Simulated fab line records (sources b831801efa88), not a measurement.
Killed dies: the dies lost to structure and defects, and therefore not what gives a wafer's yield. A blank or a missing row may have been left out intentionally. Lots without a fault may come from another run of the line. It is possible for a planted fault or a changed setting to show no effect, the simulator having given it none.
Which tool did it?	flow gf180mcu	Sampling: 24 lots, 72 wafers, 5 of 602 route steps

== WHAT THE GAUGES SHOWED, per wafer ==
GF_STI_THK_MEAS_02. Usual: STI_OXIDATION_THK typically reads 10.08 nm, with standard deviation 0.15.
lot	measured	on	STI_OXIDATION_THK (nm)	flag
L074	day 1 12:13	film-metro-03	10.35 10.22 10.34	
L075	day 1 17:05	film-metro-04	10.19 10.45 10.29	
L076	day 1 21:31	film-metro-03	10.14 10.07 9.91	
L077	day 2 02:31	film-metro-03	10.18 10.31 10.16	
L078	day 2 07:56	film-metro-03	9.99 10.09 10.10	
L079	day 2 12:58	film-metro-03	10.01 10.18 10.13	
L080	day 2 17:32	film-metro-04	10.06 10.25 10.13	
L081	day 2 22:31	film-metro-01	10.11 10.08 9.98	
L082	day 3 03:31	film-metro-03	10.12 10.17 10.28	
L083	day 3 08:31	film-metro-04	10.03 10.01 10.05	
L084	day 3 14:47	film-metro-01	10.11 10.13 10.09	
L085	day 3 22:56	film-metro-03	9.84 9.98 10.06	
L086	day 4 02:53	film-metro-01	10.00 10.20 9.98	
L087	day 4 09:35	film-metro-04	10.09 10.12 10.06	
L088	day 4 09:35	film-metro-03	10.10 10.12 10.32	
L089	day 4 16:17	film-metro-04	9.81 9.85 9.78	
L090	day 4 20:19	film-metro-01	9.93 9.95 9.96	
L091	day 5 04:20	film-metro-01	9.89 9.89 9.93	
L092	day 5 08:23	film-metro-04	9.98 10.12 9.98	
L093	day 5 15:00	film-metro-01	10.13 9.91 10.00	
L094	day 5 20:44	film-metro-03	10.17 9.87 10.06	
L095	day 5 20:44	film-metro-04	10.01 10.03 10.10	
L096	day 6 02:17	film-metro-01	10.13 10.12 10.25	
L097	day 6 06:31	film-metro-01	9.85 9.86 10.03	

GF_MVPSD_OVL_MEAS_07. Usual: MVPSD_OVL typically reads -0.4 nm, with standard deviation 1.2.
lot	measured	on	MVPSD_OVL (nm)	flag
L074	day 5 01:08	overlay-01	-0.7 -1.8 0.1	
L075	day 5 03:13	overlay-01	-1.5 -1.4 -2.3	
L076	day 5 11:34	overlay-02	0.0 0.3 1.8	
L077	day 5 15:43	overlay-02	-1.0 0.9 0.8	
L078	day 5 18:55	overlay-01	-2.6 -0.3 -3.4	
L079	day 6 04:22	overlay-02	0.0 0.1 0.0	
L080	day 6 12:25	overlay-01	-0.1 -0.2 0.4	
L081	day 6 23:16	overlay-01	-2.1 -2.8 -0.1	
L082	day 7 07:13	overlay-02	1.2 0.6 0.3	
L083	day 7 07:34	overlay-02	1.1 0.6 0.3	
L084	day 7 18:58	overlay-02	0.9 -0.8 -1.0	
L085	day 8 01:37	overlay-02	0.1 -2.7 0.0	
L086	day 8 06:52	overlay-02	-0.6 -0.2 -1.5	
L087	day 8 17:25	overlay-02	0.5 0.4 0.5	
L088	day 8 17:04	overlay-02	-1.8 -0.3 -1.0	
L089	day 9 04:34	overlay-01	-1.8 -0.7 -1.1	
L090	day 9 03:07	overlay-02	-1.8 -2.5 -0.2	
L091	day 9 09:22	overlay-01	-1.6 -0.8 -2.2	
L092	day 9 14:18	overlay-01	1.2 0.7 1.0	
L093	day 9 21:57	overlay-02	-0.7 0.2 -0.7	
L094	day 10 04:10	overlay-02	-0.7 -2.4 -1.0	
L095	day 10 05:58	overlay-02	1.6 -2.2 0.1	
L096	day 10 12:55	overlay-01	-0.7 -1.5 -1.7	
L097	day 10 19:21	overlay-02	-0.2 0.8 -1.5	

GF_HV_LDD_CD_MEAS_19: the cd target is 400 nm. Usual: cd-nm at 400.7 nm, with a standard deviation of 1.8.
lot	measured	on	cd-nm (nm)	flag
L074	day 10 23:34	cd-sem-01	403.3 401.7 402.2	
L075	day 10 23:49	cd-sem-02	401.1 402.1 400.5	
L076	day 11 05:40	cd-sem-01	400.7 401.4 398.1	
L077	day 11 10:08	cd-sem-02	401.4 400.2 401.1	
L078	day 11 16:22	cd-sem-02	399.3 398.9 400.1	
L079	day 12 06:13	cd-sem-01	399.4 400.8 400.1	
L080	day 12 14:14	cd-sem-02	401.6 402.0 401.2	
L081	day 13 01:43	cd-sem-01	402.1 401.9 400.9	
L082	day 13 14:17	cd-sem-02	400.3 400.3 401.6	
L083	day 13 15:58	cd-sem-02	402.0 400.8 401.3	
L084	day 14 03:18	cd-sem-02	399.0 398.7 401.0	
L085	day 14 15:42	cd-sem-02	401.5 400.5 400.6	
L086	day 14 21:32	cd-sem-01	397.9 399.1 398.9	
L087	day 15 08:42	cd-sem-02	401.0 399.5 399.8	
L088	day 15 11:45	cd-sem-02	399.9 400.7 402.6	
L089	day 16 01:42	cd-sem-01	399.4 403.3 401.5	
L090	day 15 21:09	cd-sem-01	399.5 400.5 400.9	
L091	day 16 04:58	cd-sem-01	398.4 397.9 400.6	
L092	day 16 17:06	cd-sem-02	397.4 398.0 398.2	
L093	day 17 00:30	cd-sem-01	401.2 401.0 402.7	
L094	day 17 04:21	cd-sem-02	398.1 397.9 398.8	
L095	day 17 08:09	cd-sem-02	401.4 403.6 400.6	
L096	day 17 20:34	cd-sem-01	395.8 398.1 397.1	
L097	day 18 04:30	cd-sem-02	402.8 402.8 403.9	

GF_HV_LDD_OVL_MEAS_20. Usual: HV_LDD_01_OVL typically reads -0.6 nm, with standard deviation 1.3.
lot	measured	on	HV_LDD_01_OVL (nm)	flag
L074	day 10 23:38	overlay-01	-1.5 -2.2 -1.4	
L075	day 10 23:56	overlay-01	0.0 -0.6 -0.1	
L076	day 11 05:47	overlay-02	-1.1 -0.8 -0.7	
L077	day 11 10:14	overlay-01	0.2 -0.8 -0.7	
L078	day 11 16:29	overlay-01	-0.1 -0.3 -0.9	
L079	day 12 06:20	overlay-01	-0.3 -0.2 -1.5	
L080	day 12 14:20	overlay-01	-1.5 -4.1 -2.6	
L081	day 13 01:50	overlay-02	-1.3 -0.7 -0.6	
L082	day 13 14:23	overlay-01	-1.2 -1.2 -2.1	
L083	day 13 16:05	overlay-02	0.9 -0.7 0.5	
L084	day 14 03:25	overlay-01	1.2 1.0 0.4	
L085	day 14 15:49	overlay-01	1.3 2.4 0.9	
L086	day 14 21:38	overlay-02	-0.4 -1.1 -0.7	
L087	day 15 08:49	overlay-01	-0.9 -0.3 -1.0	
L088	day 15 11:52	overlay-01	-1.5 -1.1 0.2	
L089	day 16 01:49	overlay-02	-4.1 -1.5 -0.4	
L090	day 15 21:16	overlay-02	0.7 0.2 -2.8	
L091	day 16 05:05	overlay-01	-1.4 -2.2 -0.4	
L092	day 16 17:13	overlay-02	-0.9 -1.7 2.4	
L093	day 17 00:37	overlay-01	-1.0 0.8 2.5	
L094	day 17 04:28	overlay-02	-3.4 -0.9 -3.0	
L095	day 17 08:16	overlay-01	-0.5 0.4 -0.4	
L096	day 17 20:40	overlay-01	0.1 0.4 -0.1	
L097	day 18 04:37	overlay-02	0.9 0.2 0.6	

== WHICH TOOL RAN EACH LOT (tool, then ch and the chambers of the sampled wafers, then the start) ==
lot	GF_VT_IMPLANT_STRIP_42
L074	plasma-asher-03 ch 0,1, day 7 12:02
L075	plasma-asher-01 ch 0,1, day 7 14:05
L076	plasma-asher-03 ch 0,1, day 7 23:32
L077	plasma-asher-01 ch 0, day 8 05:00
L078	plasma-asher-01 ch 0,1, day 8 08:30
L079	plasma-asher-02 ch 0,1, day 8 19:50
L080	plasma-asher-02 ch 0,1, day 9 05:05
L081	plasma-asher-02 ch 0,1, day 9 16:26
L082	plasma-asher-01 ch 0,1, day 10 02:05
L083	plasma-asher-03 ch 0,1, day 10 03:21
L084	plasma-asher-03 ch 0,1, day 10 15:50
L085	plasma-asher-01 ch 0,1, day 10 22:47
L086	plasma-asher-02 ch 0,1, day 11 05:01
L087	plasma-asher-03 ch 0,1, day 11 17:20
L088	plasma-asher-03 ch 0,1, day 11 16:14
L089	plasma-asher-03 ch 0,1, day 12 05:32
L090	plasma-asher-03 ch 0,1, day 12 04:09
L091	plasma-asher-01 ch 0, day 12 09:53
L092	plasma-asher-02 ch 0,1, day 12 16:11
L093	plasma-asher-02 ch 0,1, day 13 00:17
L094	plasma-asher-01 ch 1, day 13 07:33
L095	plasma-asher-03 ch 0,1, day 13 10:20
L096	plasma-asher-01 ch 0,1, day 13 17:38
L097	plasma-asher-02 ch 0,1, day 14 01:11
- GF_VT_IMPLANT_STRIP_42: strips in O2/N2.

== AS READ BY THE TOOLS THEMSELVES (means over the sampled wafers that have a number; for cases with no such wafer, the mark the record gives instead) ==
GF_VT_IMPLANT_STRIP_42. Usual: drypump-motor-current-A 5.4 A, standard deviation 0.49; heater-power-w 332 W, standard deviation 21; oes-product-au 0.716 a.u., standard deviation 0.0048; strip-time-to-endpoint-s 12.66 s, standard deviation 0.044.
lot	tool	drypump-motor-current-A (A)	heater-power-w (W)	oes-product-au (a.u.)	strip-time-to-endpoint-s (s)	flag
L074	plasma-asher-03	4.9	317	0.714	12.61	
L075	plasma-asher-01	5.9	350	0.714	12.66	
L076	plasma-asher-03	4.9	316	0.718	12.74	
L077	plasma-asher-01	5.6	350	0.709	12.63	
L078	plasma-asher-01	5.8	345	0.715	12.63	
L079	plasma-asher-02	5.5	351	0.712	12.68	
L080	plasma-asher-02	5.7	333	0.717	12.68	
L081	plasma-asher-02	5.8	329	0.722	12.65	
L082	plasma-asher-01	5.8	342	0.716	12.69	
L083	plasma-asher-03	4.8	319	0.718	12.63	
L084	plasma-asher-03	4.8	310	0.716	12.58	
L085	plasma-asher-01	5.9	350	0.715	12.72	
L086	plasma-asher-02	5.5	341	0.712	12.63	
L087	plasma-asher-03	5.0	315	0.717	12.64	
L088	plasma-asher-03	4.8	318	0.714	12.71	
L089	plasma-asher-03	5.0	315	0.717	12.61	
L090	plasma-asher-03	5.0	310	0.714	12.65	
L091	plasma-asher-01	5.6	345	0.716	12.69	
L092	plasma-asher-02	5.7	334	0.714	12.63	
L093	plasma-asher-02	5.7	336	0.720	12.64	
L094	plasma-asher-01	6.1	349	0.714	12.68	
L095	plasma-asher-03	5.0	307	0.721	12.61	
L096	plasma-asher-01	5.9	345	0.717	12.73	
L097	plasma-asher-02	5.5	343	0.718	12.64	

== THE ANSWER, worked out from the rows above alone ==
Rule: take the mean of a lot's wafers that have a number; if it is more than 3 standard deviations from the usual mean, the lot is off. Also off: a lot with no number at a reading for which 4 or more lots have one. Where the step has rows for the other lots, those lots are counted as sound. After the gauges, taken in route order, come the tools' own readings; for these a lot's mean is taken, as printed above. The first step at which some lot is off is used, and at that step the reading that is off furthest; a lot without a number counts as furthest.
No lot is off on any of the readings shown, so nothing can be concluded from this.

== WHAT WAS PUT IN BY THE SIMULATOR ==
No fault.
